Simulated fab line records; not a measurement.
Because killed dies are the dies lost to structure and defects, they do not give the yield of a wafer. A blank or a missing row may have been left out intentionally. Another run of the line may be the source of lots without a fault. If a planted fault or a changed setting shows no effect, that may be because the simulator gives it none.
fab line records    flow sky130
record lots=5  wafers=14  last-day=49
route steps=708 shown LDD_N@252 LDD_P@255 LDD_HVN@267 PAD_OPEN@708
lots untouched by any fault: they come from a run of this same line in which no faults occurred
start-h: the number of hours between the record's first day and the start of the first shown wafer of the lot    wait-h: time in hours since the lot's previous step    " repeats the value in the row above    L1.1+2: one row covering several wafers at once    - value missing, or start not given    * or withheld: withheld    < > ~ a bound
route shown NAME@n: NAME is a module with steps in the file, n the number in the route of the first one    usual: the fault-free wafers' mean and standard deviation    same: alike in all rows    chamber/n: place in a boat    sites: per-site readings    _std_site: their standard deviation    _edge_site: the outer-site mean with the inner-site mean subtracted    radius-mm: for every site, how far away it sits from the centre of the wafer    mask NAME#n: copy n    behind: tool/chamber where the wafer was last shaped    hold: reason for holding the lot/hours on hold/outcome of the hold    device: the n, p or np transistor that did not switch    end of line: at the end of the route, the tests of the same wafers    a step given without rows: its recipe and nothing more    killed: dies that structure and defects cost at the first sort, which is not the same as the wafer's yield    map: shows each die of a wafer: x if killed, . if not, _ if none is there
set.NAME: the setting as run; set.NAME@STEP: as run at that earlier step    model.NAME: the simulator's own value behind a step, which no gauge read
certain route steps with their lots: each step a table, each wafer a row
services: the hour from which a tool's chamber was out of use, counted from the record's first day as start-h (under 0 if before that day), plus the number of hours and why
## steps
# step SKY_LDD_N_IMPLANT_15
# recipe species=BF2  energy-kev=50  dose-cm2=5e+12  tilt-deg=30  rotation-deg=270
# step SKY_LDD_N_STRIP_16
# recipe chemistry=O2/N2  power-w=1400  pressure-mtorr=1500  platen-temp-c=withheld  o2-flow-sccm=3000  n2-flow-sccm=300  overash-fraction=0.5
# usual drypump-motor-current-A=6.14/0.21  n2-flow-sccm=299.8/0.96  o2-flow-sccm=2999/8  oes-product-au=0.407/0.0046  strip-time-to-endpoint-s=4.313/0.013
lot.wafer  tool             chamber  start-h  wait-h  drypump-motor-current-A  n2-flow-sccm  o2-flow-sccm  oes-product-au  rf-hours-counter-h  strip-time-to-endpoint-s
L365.3     plasma-asher-03  1        463.03   0.1     6.15                     300.8         3014          0.406           -                   4.278
L365.4     "                0        "        "       5.98                     299.6         3003          0.419           -                   4.318
L365.6     "                0        "        "       5.95                     301.1         3010          0.400           -                   4.301
L366.1     plasma-asher-01  0        469.03   0.1     5.82                     300.8         3003          0.404           67                  4.313
L366.2     "                1        "        "       6.39                     299.1         3000          0.402           67                  4.327
L366.6     "                0        "        "       5.79                     300.9         2990          0.410           -                   4.298
L368.1     plasma-asher-04  1        486.88   0.1     6.25                     298.7         2999          0.409           36                  4.300
L368.3     "                1        "        "       6.25                     298.2         2999          0.417           -                   4.299
L368.5     "                1        "        "       6.25                     299.2         3003          0.402           -                   4.311
L369.1     plasma-asher-01  1        498.94   0.1     6.37                     298.3         3009          0.414           70                  4.284
L369.4     "                0        "        "       5.84                     300.0         3009          0.406           -                   4.302
L369.6     "                1        "        "       6.38                     298.9         3004          0.402           -                   4.299
L378.1     plasma-asher-04  0        576.99   0.1     6.33                     298.9         2985          0.404           45                  4.331
L378.5     "                0        "        "       6.35                     298.6         2980          0.403           -                   4.322
# step SKY_LDD_N_TW_MEAS_17
# usual LDD_N_TW=2607/14
lot.wafer  tool           chamber  start-h  wait-h  LDD_N_TW
L365.3     film-metro-04  -        463.11   0.1     2597
L365.4     "              -        "        "       2594
L365.6     "              -        "        "       2607
L366.1     film-metro-01  -        469.13   0.1     2626
L366.2     "              -        "        "       2634
L366.6     "              -        "        "       2620
L368.1     film-metro-04  -        486.98   0.1     2599
L368.3     "              -        "        "       2586
L368.5     "              -        "        "       2596
L369.1     film-metro-03  -        499.04   0.1     2613
L369.4     "              -        "        "       2614
L369.6     "              -        "        "       2609
L378.1     film-metro-03  -        577.09   0.1     2587
L378.5     "              -        "        "       2584
# step SKY_LDD_P_DEHYDRATE_00
# recipe temp-c=200  time-s=60
# step SKY_LDD_P_HMDS_01
# recipe prime-time-s=60  prime-temp-c=120
# step SKY_LDD_P_COAT_02
# recipe resist=NOVOLAK  spin-rpm=3000  resist-thk-nm=1140
# step SKY_LDD_P_SOFTBAKE_03
# recipe temp-c=90  time-s=60  resist=NOVOLAK
# step SKY_LDD_P_EXPOSE_04
# recipe mask-id=PSDM  na=0.6  source-shape=conventional  sigma-outer=0.6  polarization=unpolarized  target-cd-nm=380  dose-mj=138
# step SKY_LDD_P_PEB_05
# recipe temp-c=withheld  time-s=*  resist=NOVOLAK
# step SKY_LDD_P_DEVELOP_06
# recipe resist=NOVOLAK  developer=TMAH  develop-time-s=60  dev-temp-c=23
# step SKY_LDD_P_CD_MEAS_07
# recipe target-cd-nm=380
# usual cd-nm=379.9/2
lot.wafer  tool       chamber  start-h  wait-h  cd-nm
L365.3     cd-sem-01  -        492.28   0.1     377.9
L365.4     "          -        "        "       378.5
L365.6     "          -        "        "       380.0
L366.1     cd-sem-02  -        499.19   0.1     382.7
L366.2     "          -        "        "       379.1
L366.6     "          -        "        "       377.5
L368.1     cd-sem-02  -        517.71   0.1     378.7
L368.3     "          -        "        "       377.5
L368.5     "          -        "        "       378.8
L369.1     cd-sem-01  -        529.09   0.1     378.5
L369.4     "          -        "        "       379.2
L369.6     "          -        "        "       380.0
L378.1     cd-sem-01  -        606.71   0.1     381.8
L378.5     "          -        "        "       380.4
# step SKY_LDD_P_OVL_MEAS_08
# usual LDD_P_OVL=0.4/1.6
lot.wafer  tool        chamber  start-h  wait-h  LDD_P_OVL[nm]
L365.3     overlay-01  -        492.37   0.1     -0.6
L365.4     "           -        "        "       0.1
L365.6     "           -        "        "       1.0
L366.1     overlay-02  -        499.31   0.1     1.1
L366.2     "           -        "        "       -0.3
L366.6     "           -        "        "       -1.3
L368.1     overlay-01  -        517.83   0.1     -1.4
L368.3     "           -        "        "       0.5
L368.5     "           -        "        "       1.0
L369.1     overlay-01  -        529.21   0.1     2.6
L369.4     "           -        "        "       1.2
L369.6     "           -        "        "       1.6
L378.1     overlay-01  -        606.83   0.1     1.8
L378.5     "           -        "        "       2.6
# step SKY_LDD_P_IMPLANT_09
# recipe species=BF2  energy-kev=25  dose-cm2=1e+13  tilt-deg=withheld
lot.wafer   tool          chamber  start-h  wait-h
L365.3+4+6  implanter-04  0        492.45   0.1
L366.1+2+6  implanter-03  0        499.35   0.0
L368.1+3+5  implanter-02  0        517.86   0.0
L369.1+4+6  implanter-03  0        529.25   0.0
L378.1+5    implanter-04  0        606.86   0.0
# step SKY_LDD_P_STRIP_10
# recipe chemistry=O2/N2  power-w=1400  pressure-mtorr=1500  platen-temp-c=withheld  o2-flow-sccm=3000  n2-flow-sccm=300  overash-fraction=0.5
# usual drypump-motor-current-A=6.17/0.29  n2-flow-sccm=300.0/0.94  o2-flow-sccm=2999/9.3  oes-product-au=0.715/0.0048  strip-time-to-endpoint-s=14.17/0.036
lot.wafer  tool             chamber  start-h  wait-h  drypump-motor-current-A  n2-flow-sccm  o2-flow-sccm  oes-product-au  rf-hours-counter-h  strip-time-to-endpoint-s
L365.3     plasma-asher-01  0        492.58   0.1     5.86                     299.5         2997          0.702           -                   14.18
L365.4     "                1        "        "       6.35                     301.7         2995          0.723           -                   14.19
L365.6     "                1        "        "       6.35                     300.6         2981          0.714           -                   14.15
L366.1     plasma-asher-01  0        499.50   0.1     5.82                     298.8         3006          0.718           70                  14.22
L366.2     "                1        "        "       6.37                     300.4         2989          0.715           70                  14.22
L366.6     "                0        "        "       5.82                     298.5         2997          0.707           -                   14.21
L368.1     plasma-asher-02  0        518.01   0.1     5.75                     300.7         3009          0.711           81                  14.19
L368.3     "                1        "        "       6.53                     301.1         3006          0.719           -                   14.20
L368.5     "                1        "        "       6.53                     301.2         2999          0.717           -                   14.11
L369.1     plasma-asher-01  1        529.40   0.1     6.38                     299.4         3004          0.727           72                  14.22
L369.4     "                0        "        "       5.80                     298.8         2997          0.715           -                   14.21
L369.6     "                0        "        "       5.81                     299.9         2995          0.708           -                   14.20
L378.1     plasma-asher-02  0        607.01   0.1     5.75                     299.3         2998          0.719           89                  14.18
L378.5     "                0        "        "       5.76                     299.7         3004          0.717           -                   14.18
# step SKY_LDD_P_TW_MEAS_11
# usual LDD_P_TW=640/3.9
lot.wafer  tool           chamber  start-h  wait-h  LDD_P_TW
L365.3     film-metro-02  -        492.67   0.1     635
L365.4     "              -        "        "       632
L365.6     "              -        "        "       636
L366.1     film-metro-04  -        499.60   0.1     637
L366.2     "              -        "        "       637
L366.6     "              -        "        "       638
L368.1     film-metro-01  -        518.11   0.1     637
L368.3     "              -        "        "       639
L368.5     "              -        "        "       638
L369.1     film-metro-01  -        529.50   0.1     643
L369.4     "              -        "        "       644
L369.6     "              -        "        "       645
L378.1     film-metro-04  -        607.11   0.1     627
L378.5     "              -        "        "       640
# step SKY_LDD_HVN_DEHYDRATE_00
# recipe temp-c=200  time-s=60
# step SKY_PAD_OPEN_PROBE_99
# usual killed_at_M0_to_M3=44/6.8  killed_at_M4_up=3.2/1.7  killed-at-contacts=24/4.9  killed-at-front-end=14/4.1  killed-at-other=0.2/0.51  killed-dies=85/8.7  killed-open=46/6.8  killed-short=39/6.1
# same gross-dies=492  killed-at-back-side=0
lot.wafer  tool       chamber  start-h  wait-h  killed_at_M0_to_M3  killed_at_M4_up  killed-at-contacts  killed-at-front-end  killed-at-other  killed-dies  killed-open  killed-short  model.etest.tip-p.rs-ohm-sq-range  model.etest.tip-p.rs-ohm-sq-rim-less-centre  model.etest.pfet_01v8.drive-ua-um-range  model.etest.pfet_01v8.vt-v-range
L365.3     prober-02  -        1109.47  0.2     34                  2                22                  14                   0                72           35           37            152.8                              40.27                                        13.36                                    0.01696
L365.4     prober-02  -        1109.52  0.2     44                  3                29                  12                   0                88           49           39            110.1                              -20.6                                        8.285                                    0.01268
L365.6     prober-02  -        1109.62  0.2     41                  1                26                  18                   0                86           46           40            189.1                              87.54                                        7.672                                    0.01386
L366.1     prober-01  -        1115.52  0.1     48                  4                18                  13                   0                83           45           38            146.8                              46.02                                        5.274                                    0.0125
L366.2     prober-01  -        1115.57  0.1     49                  3                25                  17                   2                96           60           36            129.6                              36.71                                        6.979                                    0.01196
L366.6     prober-01  -        1115.77  0.2     50                  4                14                  20                   1                89           45           44            225.4                              55.41                                        6.195                                    0.01086
L368.1     prober-01  -        1131.54  0.1     35                  3                15                  17                   0                70           38           32            120.7                              18.91                                        8.593                                    0.01199
L368.3     prober-01  -        1131.64  0.2     41                  3                29                  11                   0                84           47           37            180.5                              37.08                                        6.74                                     0.01838
L368.5     prober-01  -        1131.74  0.2     37                  3                26                  16                   0                82           44           38            197.5                              -31.69                                       7.578                                    0.0151
L369.1     prober-02  -        1137.71  0.1     40                  0                25                  15                   0                80           41           39            229.2                              75.49                                        6.777                                    0.01101
L369.4     prober-02  -        1137.86  0.2     41                  3                24                  15                   0                83           38           45            277.3                              49.7                                         6.853                                    0.01013
L369.6     prober-02  -        1137.96  0.2     44                  5                24                  18                   0                91           44           47            317.3                              75.69                                        7.544                                    0.01643
L378.1     prober-02  -        1184.41  0.1     33                  0                31                  7                    1                72           44           28            1894                               479.6                                        14.05                                    0.03351
L378.5     prober-02  -        1184.61  0.2     50                  2                21                  12                   1                86           46           40            223.2                              117.8                                        14.8                                     0.02027
# killed by level:class
L365.3 CONTACT:geometric-particle:open=11 METAL1:geometric-particle:short=6 VIA1:geometric-particle:open=5 LOCAL_INTERCONNECT:geometric-particle:short=5 METAL3:geometric-particle:short=5 FIELD_ISO:geometric-particle:short=4 CONTACT:geometric-particle:short=4 VIA2:geometric-particle:open=4
L365.4 VIA3:geometric-particle:open=12 CONTACT:geometric-particle:open=11 VIA1:geometric-particle:open=8 VIA1:geometric-particle:short=8 CONTACT:geometric-particle:short=7 LI_CONTACT:geometric-particle:open=5 METAL1:geometric-particle:short=5 VIA3:geometric-particle:short=4
L365.6 CONTACT:geometric-particle:open=14 VIA3:geometric-particle:open=8 VIA1:geometric-particle:open=6 VIA2:geometric-particle:open=6 POLY_GATE:geometric-particle:short=5 METAL1:geometric-particle:short=5 METAL2:geometric-particle:short=5 FIELD_ISO:geometric-particle:short=4
L366.1 VIA1:geometric-particle:open=13 CONTACT:geometric-particle:open=12 VIA1:geometric-particle:short=10 VIA3:geometric-particle:open=7 SPACER:geometric-particle:short=4 VIA2:geometric-particle:open=4 FIELD_ISO:geometric-particle:short=3 POLY_GATE:geometric-particle:short=3
L366.2 VIA1:geometric-particle:open=14 CONTACT:geometric-particle:open=10 FIELD_ISO:geometric-particle:open=8 VIA2:geometric-particle:open=8 VIA1:geometric-particle:short=8 SPACER:geometric-particle:open=5 CONTACT:geometric-particle:short=5 VIA3:geometric-particle:open=5
L366.6 VIA1:geometric-particle:open=16 POLY_GATE:geometric-particle:short=8 VIA2:geometric-particle:open=7 VIA3:geometric-particle:open=6 VIA1:geometric-particle:short=6 FIELD_ISO:geometric-particle:open=5 LI_CONTACT:geometric-particle:open=5 METAL2:geometric-particle:short=5
L368.1 VIA1:geometric-particle:open=11 FIELD_ISO:geometric-particle:open=7 CONTACT:geometric-particle:open=6 FIELD_ISO:geometric-particle:short=5 VIA1:geometric-particle:short=5 VIA2:geometric-particle:short=4 LI_CONTACT:geometric-particle:open=4 CONTACT:geometric-particle:short=3
L368.3 CONTACT:geometric-particle:open=12 VIA3:geometric-particle:open=9 VIA2:geometric-particle:open=8 LI_CONTACT:geometric-particle:open=7 CONTACT:geometric-particle:short=7 FIELD_ISO:geometric-particle:open=5 FIELD_ISO:geometric-particle:short=4 METAL1:geometric-particle:short=4
L368.5 VIA1:geometric-particle:open=10 CONTACT:geometric-particle:open=9 VIA3:geometric-particle:open=9 FIELD_ISO:geometric-particle:short=6 LOCAL_INTERCONNECT:geometric-particle:short=5 CONTACT:geometric-particle:short=4 METAL2:geometric-particle:short=4 POLY_GATE:geometric-particle:short=3
L369.1 LI_CONTACT:geometric-particle:open=11 VIA2:geometric-particle:open=9 FIELD_ISO:geometric-particle:short=6 CONTACT:geometric-particle:short=6 METAL1:geometric-particle:short=6 VIA1:geometric-particle:open=6 VIA3:geometric-particle:short=5 SPACER:geometric-particle:open=4
L369.4 VIA1:geometric-particle:open=7 CONTACT:geometric-particle:open=7 METAL2:geometric-particle:short=7 FIELD_ISO:geometric-particle:short=6 LI_CONTACT:geometric-particle:open=6 LOCAL_INTERCONNECT:geometric-particle:short=6 FIELD_ISO:geometric-particle:open=5 METAL3:geometric-particle:short=5
L369.6 VIA1:geometric-particle:open=13 CONTACT:geometric-particle:open=7 METAL1:geometric-particle:short=7 POLY_GATE:geometric-particle:open=5 LI_CONTACT:geometric-particle:open=5 METAL2:geometric-particle:short=5 METAL4:geometric-particle:short=5 LI_CONTACT:geometric-particle:short=4
L378.1 CONTACT:geometric-particle:open=10 VIA1:geometric-particle:open=10 LI_CONTACT:geometric-particle:open=8 LI_CONTACT:geometric-particle:short=6 METAL2:geometric-particle:short=6 VIA2:geometric-particle:open=6 LOCAL_INTERCONNECT:geometric-particle:short=4 POLY_GATE:geometric-particle:open=3
L378.5 VIA1:geometric-particle:open=15 CONTACT:geometric-particle:open=8 LI_CONTACT:geometric-particle:open=7 METAL1:geometric-particle:short=6 VIA1:geometric-particle:short=6 METAL2:geometric-particle:short=6 FIELD_ISO:geometric-particle:open=4 POLY_GATE:geometric-particle:short=4
## services
tool             chamber  start-h  hours  kind
plasma-asher-03  -        443.47   3.0    repair
implanter-04     -        470.48   3.2    pm
plasma-asher-04  -        477.69   2.8    pm
plasma-asher-03  -        507.16   1.3    repair
plasma-asher-01  -        511.22   2.0    repair
plasma-asher-02  -        530.22   2.8    pm
plasma-asher-02  -        535.48   1.8    repair
plasma-asher-04  -        542.33   2.1    repair
implanter-02     -        559.18   7.7    pm
implanter-02     -        566.80   3.6    repair
plasma-asher-04  -        588.81   0.4    repair
## key
first-sign step=SKY_LDD_P_TW_MEAS_11  reading=LDD_P_TW  direction=down  sigmas=3.3  usual=640  struck=627
effect none on later readings
model-effect step=SKY_PAD_OPEN_PROBE_99  value=etest.tip-p.rs-ohm-sq-range  without=94.78  struck=1894
met-at SKY_LDD_P_IMPLANT_09
struck-wafers L378.1
tester-left-out L378
onset-between 492.45 606.86
fault kind=process-parameter-drift  tool=implanter-04  chamber=-  onset-h=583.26  steps=SKY_LDD_P_IMPLANT_09  channel=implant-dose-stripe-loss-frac  offset=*  shape=step  end-h=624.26  scope=struck-wafers-only
# tester-left-out: of these lots the tester's yield and bins aren't shown, on N5 and GAA mostly nor the transistor test; their killed dies are dies lost to structure and defects alone, not to doping, threshold or leakage, so they don't give the yield
